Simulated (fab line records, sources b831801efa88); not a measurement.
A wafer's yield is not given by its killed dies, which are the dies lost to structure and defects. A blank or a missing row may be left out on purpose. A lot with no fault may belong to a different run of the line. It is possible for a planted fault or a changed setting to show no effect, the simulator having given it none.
fab line records    flow sky130
record lots=13  wafers=39  last_day=48
route steps=708 shown VT_ADJUST_LVTN@115 SONOS_TUNNEL@161 LDD_N@251 PAD_OPEN@708
lots that met no fault: taken from a fault-free run of the same line
start_h: the number of hours between the record's first day and the start of the first shown wafer of the lot    wait_h: hours elapsed since this lot's preceding step    " identical to the entry in the row above    L1.1+2: several wafers, shown together as one row    - no value present, or no start provided    * or withheld: withheld    < > ~ a bound
route shown NAME@n: NAME is a module with steps in the file, n the number in the route of the first one    usual: mean/standard deviation taken from wafers without a fault    same: alike in all rows    chamber/n: place in a boat    sites: per-site readings    _std_site: standard deviation of those values    _edge_site: mean of outer sites minus mean of inner sites    radius_mm: how far each site lies from the wafer's centre    mask NAME#n: copy n    behind: the most recent tool/chamber to have shaped the wafer    hold: reason for holding the lot/hours on hold/outcome of the hold    device: the n, p or np transistor that did not switch    end of line: tests of these same wafers at the route's end    a step given without rows: its recipe and nothing more    killed: not the wafer's yield, but the dies lost to structure and defects at the first sort    map: a wafer's dies, x killed, . not, _ none there
set.NAME: the run value of the setting; set.NAME@STEP: its run value at that earlier step    model.NAME: the simulator's own value behind a step, which no gauge read
a sample of lots followed through the steps of the route, with each step as a table and each wafer as a row
services: the hour from which a tool's chamber was out of use, counted from the record's first day as start_h (under 0 if before that day), plus the number of hours and why
## steps
# step SKY_VT_ADJUST_LVTN_OVL_MEAS_18
# usual VT_ADJUST_LVTN_01_OVL=-0.8/1.5
lot.wafer  tool        chamber  start_h  wait_h  VT_ADJUST_LVTN_01_OVL[nm]
L797.2     overlay-01  -        156.05   0.1     1.0
L797.4     "           -        "        "       0.7
L797.6     "           -        "        "       0.3
L798.2     overlay-01  -        161.34   0.1     2.5
L798.3     "           -        "        "       1.1
L798.6     "           -        "        "       0.9
L799.3     overlay-01  -        166.40   0.1     -2.5
L799.4     "           -        "        "       0.0
L799.5     "           -        "        "       -0.1
L800.1     overlay-02  -        172.69   0.1     -1.9
L800.3     "           -        "        "       -2.8
L800.4     "           -        "        "       -2.2
L801.1     overlay-01  -        183.54   0.1     -2.0
L801.2     "           -        "        "       -1.2
L801.6     "           -        "        "       -4.0
L802.2     overlay-02  -        186.35   0.1     0.4
L802.4     "           -        "        "       0.6
L802.5     "           -        "        "       0.6
L803.1     overlay-01  -        194.74   0.1     -0.7
L803.3     "           -        "        "       -1.6
L803.6     "           -        "        "       -2.0
L804.3     overlay-01  -        205.16   0.1     0.1
L804.4     "           -        "        "       -0.1
L804.5     "           -        "        "       -0.7
L805.1     overlay-01  -        213.99   0.1     -2.4
L805.4     "           -        "        "       -0.8
L805.6     "           -        "        "       -1.8
L806.2     overlay-02  -        215.24   0.1     -1.0
L806.3     "           -        "        "       -1.7
L806.4     "           -        "        "       -1.6
L807.4     overlay-01  -        223.66   0.1     1.1
L807.5     "           -        "        "       0.8
L807.6     "           -        "        "       1.1
L808.1     overlay-02  -        228.73   0.1     -1.2
L808.2     "           -        "        "       -1.7
L808.4     "           -        "        "       -1.4
L809.1     overlay-02  -        233.54   0.1     -4.5
L809.2     "           -        "        "       -3.7
L809.3     "           -        "        "       -4.7
# step SKY_SONOS_TUNNEL_CD_MEAS_07
# recipe target_cd_nm=410
# usual cd_nm=410.1/2.1
lot.wafer  tool       chamber  start_h  wait_h  cd_nm
L797.2     cd_sem-01  -        238.06   0.1     408.9
L797.4     "          -        "        "       411.0
L797.6     "          -        "        "       409.2
L798.2     cd_sem-01  -        245.90   0.1     407.2
L798.3     "          -        "        "       408.7
L798.6     "          -        "        "       407.3
L799.3     cd_sem-01  -        253.17   0.1     407.5
L799.4     "          -        "        "       406.5
L799.5     "          -        "        "       408.7
L800.1     cd_sem-02  -        258.85   0.4     411.4
L800.3     "          -        "        "       411.3
L800.4     "          -        "        "       412.4
L801.1     cd_sem-02  -        273.98   0.1     409.6
L801.2     "          -        "        "       413.2
L801.6     "          -        "        "       412.9
L802.2     cd_sem-02  -        276.65   0.1     408.7
L802.4     "          -        "        "       408.1
L802.5     "          -        "        "       410.3
L803.1     cd_sem-01  -        287.29   0.1     412.4
L803.3     "          -        "        "       413.0
L803.6     "          -        "        "       413.3
L804.3     cd_sem-01  -        299.83   0.1     406.7
L804.4     "          -        "        "       407.1
L804.5     "          -        "        "       405.2
L805.1     cd_sem-02  -        310.49   0.2     407.8
L805.4     "          -        "        "       408.7
L805.6     "          -        "        "       410.7
L806.2     cd_sem-02  -        312.31   0.1     410.3
L806.3     "          -        "        "       412.0
L806.4     "          -        "        "       411.2
L807.4     cd_sem-02  -        321.84   0.1     413.2
L807.5     "          -        "        "       415.2
L807.6     "          -        "        "       412.5
L808.1     cd_sem-01  -        327.83   0.1     409.7
L808.2     "          -        "        "       407.4
L808.4     "          -        "        "       409.8
L809.1     cd_sem-01  -        335.18   0.1     410.0
L809.2     "          -        "        "       408.6
L809.3     "          -        "        "       408.6
# step SKY_SONOS_TUNNEL_TW_MEAS_12
# usual SONOS_TUNNEL_TW=196.5/1.4
lot.wafer  tool           chamber  start_h  wait_h  SONOS_TUNNEL_TW
L797.2     film_metro-01  -        238.63   0.0     199.4
L797.4     "              -        "        "       199.0
L797.6     "              -        "        "       198.1
L798.2     film_metro-04  -        246.46   0.0     195.0
L798.3     "              -        "        "       195.3
L798.6     "              -        "        "       195.9
L799.3     film_metro-04  -        253.72   0.0     196.6
L799.4     "              -        "        "       196.9
L799.5     "              -        "        "       196.3
L800.1     film_metro-03  -        259.42   0.0     196.4
L800.3     "              -        "        "       196.1
L800.4     "              -        "        "       196.1
L801.1     film_metro-01  -        274.55   0.0     198.4
L801.2     "              -        "        "       198.0
L801.6     "              -        "        "       199.5
L802.2     film_metro-01  -        277.23   0.0     198.2
L802.4     "              -        "        "       197.9
L802.5     "              -        "        "       198.2
L803.1     film_metro-04  -        287.85   0.0     196.4
L803.3     "              -        "        "       197.3
L803.6     "              -        "        "       196.5
L804.3     film_metro-04  -        300.40   0.0     196.9
L804.4     "              -        "        "       195.9
L804.5     "              -        "        "       197.2
L805.1     film_metro-03  -        311.09   0.0     195.0
L805.4     "              -        "        "       195.0
L805.6     "              -        "        "       195.6
L806.2     film_metro-03  -        312.87   0.0     196.0
L806.3     "              -        "        "       195.8
L806.4     "              -        "        "       196.2
L807.4     film_metro-03  -        322.38   0.0     196.3
L807.5     "              -        "        "       196.1
L807.6     "              -        "        "       195.6
L808.1     film_metro-03  -        328.40   0.0     195.4
L808.2     "              -        "        "       195.8
L808.4     "              -        "        "       195.9
L809.1     film_metro-04  -        335.75   0.0     197.8
L809.2     "              -        "        "       196.7
L809.3     "              -        "        "       198.0
# step SKY_LDD_N_IMPLANT_14
# recipe species=BF2  energy_kev=50  dose_cm2=5e+12  tilt_deg=30  rotation_deg=180
# usual faraday_current_uA=28.2/0.49  implant_ion_amu=49/0
lot.wafer  tool          chamber  start_h  wait_h  faraday_current_uA  implant_ion_amu
L797.2     implanter-04  0        386.34   0.1     28.6                49
L797.4     "             0        "        "       29.0                49
L797.6     "             0        "        "       27.9                49
L798.2     implanter-02  0        397.39   0.1     28.2                49
L798.3     "             0        "        "       27.5                49
L798.6     "             0        "        "       28.0                49
L799.3     implanter-04  0        403.07   0.1     28.4                49
L799.4     "             0        "        "       28.3                49
L799.5     "             0        "        "       27.3                49
L800.1     implanter-03  0        411.01   0.1     28.2                49
L800.3     "             0        "        "       28.9                49
L800.4     "             0        "        "       27.9                49
L801.1     implanter-02  0        432.17   0.1     27.6                49
L801.2     "             0        "        "       28.2                49
L801.6     "             0        "        "       27.9                49
L802.2     implanter-04  0        433.45   0.1     28.2                49
L802.4     "             0        "        "       27.9                49
L802.5     "             0        "        "       28.4                49
L803.1     implanter-03  0        446.41   0.1     28.9                49
L803.3     "             0        "        "       28.4                49
L803.6     "             0        "        "       29.0                49
L804.3     implanter-04  0        462.47   0.1     27.8                49
L804.4     "             0        "        "       28.4                49
L804.5     "             0        "        "       28.0                49
L805.1     implanter-03  0        473.01   0.1     28.4                49
L805.4     "             0        "        "       28.0                49
L805.6     "             0        "        "       28.2                49
L806.2     implanter-04  0        478.24   0.1     28.3                11
L806.3     "             0        "        "       28.1                11
L806.4     "             0        "        "       28.2                11
L807.4     implanter-04  0        485.53   0.1     27.4                11
L807.5     "             0        "        "       28.8                11
L807.6     "             0        "        "       28.0                11
L808.1     implanter-02  0        495.67   0.1     27.7                11
L808.2     "             0        "        "       27.3                11
L808.4     "             0        "        "       28.7                11
L809.1     implanter-03  0        503.81   0.1     28.7                11
L809.2     "             0        "        "       28.5                11
L809.3     "             0        "        "       27.5                11
# step SKY_PAD_OPEN_PROBE_99
# usual killed_at_M0_to_M3=44/7.3  killed_at_M4_up=3.2/1.8  killed_at_contacts=24/5.4  killed_at_front_end=16/4.4  killed_at_other=0.3/0.48  killed_dies=86/9.5  killed_on_rim=17/4  killed_open=47/7.7  killed_short=39/6.4
# same gross_dies=492  killed_at_back_side=0
lot.wafer  tool       chamber  start_h  wait_h  killed_at_M0_to_M3  killed_at_M4_up  killed_at_contacts  killed_at_front_end  killed_at_other  killed_dies  killed_on_rim  killed_open  killed_short
L797.2     prober-01  -        1059.80  0.1     46                  1                25                  18                   1                91           19             57           34
L797.4     prober-01  -        1059.90  0.2     40                  3                29                  15                   0                87           19             54           33
L797.6     prober-01  -        1060.00  0.2     52                  6                28                  20                   0                106          24             62           44
L798.2     prober-02  -        1070.28  0.1     36                  7                17                  9                    0                69           14             38           31
L798.3     prober-02  -        1070.33  0.2     43                  3                28                  10                   1                85           20             43           42
L798.6     prober-02  -        1070.48  0.2     32                  1                29                  14                   0                76           14             47           29
L799.3     prober-02  -        1076.55  0.2     30                  5                24                  22                   0                81           12             44           37
L799.4     prober-02  -        1076.60  0.2     49                  4                24                  13                   0                90           19             59           31
L799.5     prober-02  -        1076.65  0.2     46                  1                17                  18                   0                82           12             37           45
L800.1     prober-01  -        1085.59  0.1     46                  1                28                  13                   0                88           19             56           32
L800.3     prober-01  -        1085.69  0.2     36                  6                33                  17                   0                92           19             46           46
L800.4     prober-01  -        1085.74  0.2     48                  5                25                  11                   0                89           19             46           43
L801.1     prober-02  -        1096.04  0.1     52                  3                28                  12                   1                96           16             52           44
L801.2     prober-02  -        1096.09  0.1     49                  2                31                  10                   0                92           18             39           53
L801.6     prober-02  -        1096.29  0.2     46                  2                21                  17                   1                87           13             49           38
L802.2     prober-01  -        1097.62  0.1     42                  10               23                  18                   0                93           17             42           51
L802.4     prober-01  -        1097.72  0.2     40                  0                14                  20                   0                74           9              46           28
L802.5     prober-01  -        1097.77  0.2     48                  3                25                  18                   1                95           17             54           41
L803.1     prober-02  -        1102.19  0.1     35                  4                26                  26                   0                91           17             54           37
L803.3     prober-02  -        1102.29  0.2     31                  4                21                  17                   2                75           10             37           38
L803.6     prober-02  -        1102.44  0.2     53                  3                18                  22                   0                96           20             51           45
L804.3     prober-01  -        1109.31  0.2     44                  1                24                  18                   0                87           17             53           34
L804.4     prober-01  -        1109.36  0.2     36                  4                22                  20                   0                82           19             47           35
L804.5     prober-01  -        1109.41  0.2     42                  7                31                  23                   0                103          25             63           40
L805.1     prober-02  -        1119.31  0.1     46                  1                22                  15                   0                84           16             51           33
L805.4     prober-02  -        1119.46  0.2     42                  4                25                  18                   1                90           16             45           45
L805.6     prober-02  -        1119.56  0.2     48                  2                22                  20                   0                92           22             56           36
L806.2     prober-01  -        1124.14  0.1     38                  3                22                  10                   0                73           12             45           28
L806.3     prober-01  -        1124.19  0.2     57                  2                31                  12                   0                102          10             66           36
L806.4     prober-01  -        1124.24  0.2     55                  1                32                  13                   1                102          20             62           40
L807.4     prober-02  -        1126.93  0.2     53                  3                22                  20                   0                98           20             57           41
L807.5     prober-02  -        1126.98  0.2     47                  5                24                  19                   0                95           20             43           52
L807.6     prober-02  -        1127.03  0.2     38                  3                18                  10                   1                70           18             40           30
L808.1     prober-01  -        1134.40  0.1     35                  2                20                  12                   0                69           17             41           28
L808.2     prober-01  -        1134.45  0.1     37                  0                27                  21                   0                85           21             45           40
L808.4     prober-01  -        1134.55  0.2     32                  2                21                  19                   1                75           12             42           33
L809.1     prober-02  -        1139.94  0.1     39                  4                31                  14                   0                88           11             61           27
L809.2     prober-02  -        1139.99  0.1     36                  4                32                  15                   0                87           18             43           44
L809.3     prober-02  -        1140.04  0.2     35                  2                29                  11                   1                78           17             44           34
# killed by level:class
L797.2 VIA1:geometric_particle:open=13 LI_CONTACT:geometric_particle:open=11 CONTACT:geometric_particle:open=9 VIA1:geometric_particle:short=7 VIA2:geometric_particle:open=7 FIELD_ISO:geometric_particle:open=6 METAL2:geometric_particle:short=5 VIA3:geometric_particle:open=5
L797.4 VIA1:geometric_particle:open=14 LI_CONTACT:geometric_particle:open=11 CONTACT:geometric_particle:open=10 VIA3:geometric_particle:open=6 POLY_GATE:geometric_particle:short=4 LI_CONTACT:geometric_particle:short=4 VIA2:geometric_particle:open=4 METAL1:geometric_particle:short=3
L797.6 VIA1:geometric_particle:open=13 VIA3:geometric_particle:open=13 LI_CONTACT:geometric_particle:open=8 CONTACT:geometric_particle:open=8 FIELD_ISO:geometric_particle:short=7 METAL2:geometric_particle:short=6 CONTACT:geometric_particle:short=5 VIA1:geometric_particle:short=4
L798.2 CONTACT:geometric_particle:open=7 VIA2:geometric_particle:open=6 LI_CONTACT:geometric_particle:open=5 METAL1:geometric_particle:short=5 VIA3:geometric_particle:open=5 METAL2:geometric_particle:short=5 METAL4:geometric_particle:short=4 VIA1:geometric_particle:short=4
L798.3 LI_CONTACT:geometric_particle:open=12 CONTACT:geometric_particle:open=9 METAL1:geometric_particle:short=9 VIA1:geometric_particle:open=7 VIA3:geometric_particle:open=7 METAL2:geometric_particle:short=4 VIA1:geometric_particle:short=4 VIA3:geometric_particle:short=4
L798.6 CONTACT:geometric_particle:open=10 LI_CONTACT:geometric_particle:open=8 VIA1:geometric_particle:open=6 METAL2:geometric_particle:short=6 VIA1:geometric_particle:short=5 FIELD_ISO:geometric_particle:open=4 VIA3:geometric_particle:open=4 SPACER:geometric_particle:open=3
L799.3 LI_CONTACT:geometric_particle:open=9 CONTACT:geometric_particle:open=7 VIA1:geometric_particle:open=7 POLY_GATE:geometric_particle:short=6 POLY_GATE:geometric_particle:open=5 VIA1:geometric_particle:short=5 VIA3:geometric_particle:open=5 FIELD_ISO:geometric_particle:open=4
L799.4 VIA1:geometric_particle:open=13 LI_CONTACT:geometric_particle:open=8 VIA2:geometric_particle:open=7 CONTACT:geometric_particle:open=6 VIA3:geometric_particle:open=6 FIELD_ISO:geometric_particle:open=5 LOCAL_INTERCONNECT:geometric_particle:open=5 METAL1:geometric_particle:short=4
L799.5 VIA1:geometric_particle:open=11 METAL1:geometric_particle:short=7 POLY_GATE:geometric_particle:short=6 LI_CONTACT:geometric_particle:open=6 VIA2:geometric_particle:short=6 VIA2:geometric_particle:open=6 FIELD_ISO:geometric_particle:short=5 LOCAL_INTERCONNECT:geometric_particle:short=4
L800.1 VIA1:geometric_particle:open=18 CONTACT:geometric_particle:open=10 LI_CONTACT:geometric_particle:open=7 METAL1:geometric_particle:short=6 VIA2:geometric_particle:open=6 CONTACT:geometric_particle:short=5 METAL2:geometric_particle:short=4 VIA1:geometric_particle:short=4
L800.3 CONTACT:geometric_particle:open=10 CONTACT:geometric_particle:short=9 VIA1:geometric_particle:open=7 VIA2:geometric_particle:open=7 LOCAL_INTERCONNECT:geometric_particle:short=6 POLY_GATE:geometric_particle:short=5 POLY_GATE:geometric_particle:open=5 METAL2:geometric_particle:short=4
L800.4 VIA1:geometric_particle:open=15 CONTACT:geometric_particle:open=9 VIA1:geometric_particle:short=7 LOCAL_INTERCONNECT:geometric_particle:short=5 CONTACT:geometric_particle:short=5 METAL2:geometric_particle:short=5 VIA3:geometric_particle:open=5 LI_CONTACT:geometric_particle:open=4
L801.1 CONTACT:geometric_particle:open=13 METAL2:geometric_particle:short=11 VIA1:geometric_particle:open=8 VIA2:geometric_particle:open=8 FIELD_ISO:geometric_particle:open=5 LOCAL_INTERCONNECT:geometric_particle:short=5 CONTACT:geometric_particle:short=5 METAL1:geometric_particle:short=5
L801.2 CONTACT:geometric_particle:short=9 LOCAL_INTERCONNECT:geometric_particle:short=8 VIA3:geometric_particle:open=8 VIA1:geometric_particle:open=6 VIA1:geometric_particle:short=6 METAL2:geometric_particle:short=6 POLY_GATE:geometric_particle:short=5 VIA2:geometric_particle:short=5
L801.6 VIA1:geometric_particle:open=11 POLY_GATE:geometric_particle:open=10 METAL2:geometric_particle:short=9 METAL1:geometric_particle:short=8 CONTACT:geometric_particle:open=7 LI_CONTACT:geometric_particle:open=6 VIA2:geometric_particle:open=6 CONTACT:geometric_particle:short=4
L802.2 METAL4:geometric_particle:short=9 CONTACT:geometric_particle:open=8 VIA1:geometric_particle:open=8 METAL2:geometric_particle:short=7 VIA2:geometric_particle:open=7 LI_CONTACT:geometric_particle:open=6 CONTACT:geometric_particle:short=6 FIELD_ISO:geometric_particle:open=5
L802.4 VIA1:geometric_particle:open=10 VIA3:geometric_particle:open=6 LI_CONTACT:geometric_particle:open=5 VIA1:geometric_particle:short=5 VIA2:geometric_particle:open=5 FIELD_ISO:geometric_particle:open=4 FIELD_ISO:geometric_particle:short=4 POLY_GATE:geometric_particle:open=4
L802.5 VIA1:geometric_particle:open=11 LI_CONTACT:geometric_particle:open=9 VIA3:geometric_particle:open=9 VIA1:geometric_particle:short=6 CONTACT:geometric_particle:open=6 POLY_GATE:geometric_particle:short=5 LOCAL_INTERCONNECT:geometric_particle:short=5 FIELD_ISO:geometric_particle:open=4
L803.1 CONTACT:geometric_particle:open=12 VIA1:geometric_particle:open=10 FIELD_ISO:geometric_particle:open=9 FIELD_ISO:geometric_particle:short=7 LI_CONTACT:geometric_particle:open=7 POLY_GATE:geometric_particle:short=5 VIA2:geometric_particle:open=5 CONTACT:geometric_particle:short=4
L803.3 CONTACT:geometric_particle:open=9 VIA3:geometric_particle:short=5 VIA1:geometric_particle:short=5 VIA1:geometric_particle:open=5 FIELD_ISO:geometric_particle:short=4 FIELD_ISO:geometric_particle:open=4 LI_CONTACT:geometric_particle:short=4 CONTACT:geometric_particle:short=4
L803.6 VIA1:geometric_particle:open=11 VIA2:geometric_particle:short=8 METAL2:geometric_particle:short=8 CONTACT:geometric_particle:open=7 FIELD_ISO:geometric_particle:open=6 CONTACT:geometric_particle:short=6 METAL1:geometric_particle:short=5 VIA1:geometric_particle:short=5
L804.3 VIA1:geometric_particle:open=14 LI_CONTACT:geometric_particle:open=9 CONTACT:geometric_particle:open=9 VIA3:geometric_particle:open=6 POLY_GATE:geometric_particle:short=5 VIA2:geometric_particle:open=5 FIELD_ISO:geometric_particle:open=4 VIA1:geometric_particle:short=4
L804.4 VIA1:geometric_particle:open=10 CONTACT:geometric_particle:open=8 FIELD_ISO:geometric_particle:open=7 VIA3:geometric_particle:open=7 LI_CONTACT:geometric_particle:open=6 FIELD_ISO:geometric_particle:short=5 POLY_GATE:geometric_particle:open=4 VIA1:geometric_particle:short=4
L804.5 VIA1:geometric_particle:open=15 CONTACT:geometric_particle:open=11 FIELD_ISO:geometric_particle:open=10 VIA3:geometric_particle:open=7 LI_CONTACT:geometric_particle:open=6 FIELD_ISO:geometric_particle:short=5 POLY_GATE:geometric_particle:short=5 VIA1:geometric_particle:short=5
L805.1 VIA1:geometric_particle:open=15 CONTACT:geometric_particle:open=9 VIA2:geometric_particle:open=8 VIA3:geometric_particle:open=6 POLY_GATE:geometric_particle:short=5 LI_CONTACT:geometric_particle:open=5 FIELD_ISO:geometric_particle:open=4 CONTACT:geometric_particle:short=4
L805.4 CONTACT:geometric_particle:open=10 VIA3:geometric_particle:open=9 METAL1:geometric_particle:short=7 POLY_GATE:geometric_particle:open=6 METAL2:geometric_particle:short=6 LOCAL_INTERCONNECT:geometric_particle:short=5 CONTACT:geometric_particle:short=5 VIA1:geometric_particle:open=5
L805.6 VIA1:geometric_particle:open=17 CONTACT:geometric_particle:open=10 POLY_GATE:geometric_particle:open=6 VIA2:geometric_particle:open=6 FIELD_ISO:geometric_particle:short=5 METAL2:geometric_particle:short=5 VIA3:geometric_particle:open=4 FIELD_ISO:geometric_particle:open=3
L806.2 VIA1:geometric_particle:open=13 LI_CONTACT:geometric_particle:open=7 CONTACT:geometric_particle:open=6 VIA1:geometric_particle:short=6 FIELD_ISO:geometric_particle:open=5 CONTACT:geometric_particle:short=3 METAL1:geometric_particle:short=3 METAL2:geometric_particle:short=3
L806.3 LI_CONTACT:geometric_particle:open=13 VIA1:geometric_particle:open=11 VIA2:geometric_particle:open=10 CONTACT:geometric_particle:open=9 VIA3:geometric_particle:open=9 LOCAL_INTERCONNECT:geometric_particle:short=6 METAL1:geometric_particle:short=5 VIA3:geometric_particle:short=5
L806.4 VIA1:geometric_particle:open=14 VIA3:geometric_particle:open=12 VIA2:geometric_particle:open=10 CONTACT:geometric_particle:open=10 CONTACT:geometric_particle:short=8 LOCAL_INTERCONNECT:geometric_particle:short=5 METAL2:geometric_particle:short=5 POLY_GATE:geometric_particle:open=4
L807.4 VIA1:geometric_particle:open=16 LI_CONTACT:geometric_particle:open=7 VIA3:geometric_particle:open=7 CONTACT:geometric_particle:open=6 VIA2:geometric_particle:open=6 FIELD_ISO:geometric_particle:open=5 POLY_GATE:geometric_particle:open=5 METAL1:geometric_particle:short=5
L807.5 VIA1:geometric_particle:open=13 METAL1:geometric_particle:short=9 FIELD_ISO:geometric_particle:open=7 VIA1:geometric_particle:short=6 LI_CONTACT:geometric_particle:open=6 LOCAL_INTERCONNECT:geometric_particle:short=6 CONTACT:geometric_particle:short=6 VIA3:geometric_particle:open=5
L807.6 VIA1:geometric_particle:open=12 VIA3:geometric_particle:open=7 VIA2:geometric_particle:open=6 LI_CONTACT:geometric_particle:open=5 VIA1:geometric_particle:short=5 CONTACT:geometric_particle:short=4 LOCAL_INTERCONNECT:geometric_particle:short=4 FIELD_ISO:geometric_particle:short=3
L808.1 CONTACT:geometric_particle:open=8 VIA1:geometric_particle:short=8 VIA1:geometric_particle:open=8 LI_CONTACT:geometric_particle:open=7 POLY_GATE:geometric_particle:short=5 VIA3:geometric_particle:open=5 METAL2:geometric_particle:short=3 VIA2:geometric_particle:open=3
L808.2 CONTACT:geometric_particle:open=16 POLY_GATE:geometric_particle:short=6 METAL1:geometric_particle:short=6 VIA1:geometric_particle:open=6 METAL2:geometric_particle:short=6 POLY_GATE:geometric_particle:open=5 VIA2:geometric_particle:open=5 FIELD_ISO:geometric_particle:short=4
L808.4 VIA1:geometric_particle:open=8 CONTACT:geometric_particle:open=8 LI_CONTACT:geometric_particle:open=6 METAL1:geometric_particle:short=6 POLY_GATE:geometric_particle:short=5 POLY_GATE:geometric_particle:open=4 LI_CONTACT:geometric_particle:short=4 VIA2:geometric_particle:open=4
L809.1 CONTACT:geometric_particle:open=14 VIA2:geometric_particle:open=11 VIA1:geometric_particle:open=8 VIA3:geometric_particle:open=7 POLY_GATE:geometric_particle:open=6 LI_CONTACT:geometric_particle:open=6 METAL1:geometric_particle:short=4 METAL2:geometric_particle:short=4
L809.2 VIA1:geometric_particle:open=11 CONTACT:geometric_particle:open=11 LOCAL_INTERCONNECT:geometric_particle:short=9 VIA1:geometric_particle:short=6 CONTACT:geometric_particle:short=5 METAL2:geometric_particle:short=5 POLY_GATE:geometric_particle:short=4 POLY_GATE:geometric_particle:open=4
L809.3 CONTACT:geometric_particle:open=11 LI_CONTACT:geometric_particle:open=8 VIA2:geometric_particle:open=7 VIA3:geometric_particle:open=7 POLY_GATE:geometric_particle:open=4 LI_CONTACT:geometric_particle:short=4 VIA1:geometric_particle:open=4 METAL2:geometric_particle:short=4
## services
tool          chamber  start_h  hours  kind
implanter-03  -        429.52   4.9    pm
implanter-02  -        448.76   4.8    repair
## key
first_sign step=SKY_LDD_N_IMPLANT_14  reading=implant_ion_amu  direction=down  sigmas=99+  usual=49  struck=11
effect none on later readings
met_at SKY_LDD_N_IMPLANT_14
struck_lots L806,L807,L808,L809
tester_left_out L806,L807,L808,L809
not_acting_at SKY_VT_ADJUST_LVTN_OVL_MEAS_18,SKY_SONOS_TUNNEL_CD_MEAS_07,SKY_SONOS_TUNNEL_TW_MEAS_12
onset_between 473.01 478.24
fault kind=wrong_recipe_download  tool=implanter-02,implanter-03,implanter-04  chamber=-  onset_h=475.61  steps=SKY_LDD_N_IMPLANT_14  wrong_recipe.not_listed=1
# tester_left_out: of these lots the tester's yield and bins aren't shown, on N5 and GAA mostly nor the transistor test; their killed dies are dies lost to structure and defects alone, not to doping, threshold or leakage, so they don't give the yield
